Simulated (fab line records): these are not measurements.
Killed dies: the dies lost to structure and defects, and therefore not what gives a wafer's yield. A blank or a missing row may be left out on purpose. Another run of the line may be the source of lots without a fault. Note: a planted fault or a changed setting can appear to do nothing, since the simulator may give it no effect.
2 desks looking at one fault / flow sky130 / numbers are kept per desk, each desk with only its own; the story behind them comes last

TOOL OWNER'S DESK, hdpcvd-02
The tool's own readings at SKY_LI_CONTACT_HDPCVD_00 (deposits PSG, target thk 930 nm, time 155 s): means of the sampled wafers that have a number, for each lot that ran on this tool. Any lot whose mean is over 4 standard deviations away from the usual mean is out of limits and marked OUT; that distance is given in the brackets.
Columns: A = sih4FlowSccm at SKY_LI_CONTACT_HDPCVD_00, usual 60.02 sccm
lot=L842; first seen here=day 29 06:43; A=59.83
lot=L841; first seen here=day 29 07:16; A=59.64
lot=L843; first seen here=day 29 18:46; A=59.96
lot=L844; first seen here=day 29 21:40; A=60.00
lot=L845; first seen here=day 30 05:21; A=60.10
lot=L846; first seen here=day 30 16:07; A=60.11
lot=L847; first seen here=day 30 22:48; A=59.97
lot=L848; first seen here=day 31 06:58; A=59.94
lot=L850; first seen here=day 31 13:07; A=60.21
lot=L854; first seen here=day 33 04:20; A=56.00 (-22) OUT
This desk finds L854 out of limits, L854 being first, at day 33 04:20 (sih4FlowSccm at SKY_LI_CONTACT_HDPCVD_00). Within limits: L842, L841, L843, L844, L845, L846, L847, L848, L850.

METROLOGY DESK
What the gauges read for every lot (on any tool): the sampled wafers with a number, averaged. Any lot whose mean is over 4 standard deviations away from the usual mean is out of limits and marked OUT; that distance is given in the brackets.
Columns: A = LI_CONTACT_HDPCVD_THK at SKY_LI_CONTACT_THK_MEAS_01, usual 929 nm; B = cdNm at SKY_LI_CONTACT_CD_MEAS_12, usual 170.5 nm
lot=L842; first seen here=day 29 06:49; A=942; B=173.2
lot=L841; first seen here=day 29 07:22; A=937; B=169.4
lot=L843; first seen here=day 29 18:53; A=918; B=171.5
lot=L844; first seen here=day 29 21:47; A=915; B=171.0
lot=L845; first seen here=day 30 05:28; A=936; B=168.4
lot=L846; first seen here=day 30 16:14; A=922; B=172.6
lot=L847; first seen here=day 30 22:54; A=926; B=170.1
lot=L848; first seen here=day 31 07:04; A=919; B=170.1
lot=L849; first seen here=day 31 10:47; A=927; B=169.7
lot=L850; first seen here=day 31 13:14; A=930; B=169.6
lot=L854; first seen here=day 33 04:27; A=865 (-7.0) OUT; B=169.2
lot=L863; first seen here=day 35 19:49; A=929; B=169.7
This desk finds L854 out of limits, with the earliest case on L854 at day 33 04:27 (LI_CONTACT_HDPCVD_THK at SKY_LI_CONTACT_THK_MEAS_01). Within limits: L842, L841, L843, L844, L845, L846, L847, L848, L849, L850, L863.

PUT TOGETHER
On L854, at day 33 04:20, an alarm was possible from the tool owner's desk.
The metrology desk could have raised an alarm at day 33 04:27, on L854.
Of the lots named, all ran SKY_LI_CONTACT_HDPCVD_00 on hdpcvd-02.

WHAT HAD BEEN PUT IN BY THE SIMULATOR
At SKY_LI_CONTACT_HDPCVD_00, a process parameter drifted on hdpcvd-02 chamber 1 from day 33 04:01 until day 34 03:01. The setting sih4FlowSccm was moved by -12, starting from 60. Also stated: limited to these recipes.
Shown lots that were struck: L854.
Counting hours from when the fault started, the first reading out of limits came at 0 for the tool owner's desk and at 0 for the metrology desk.
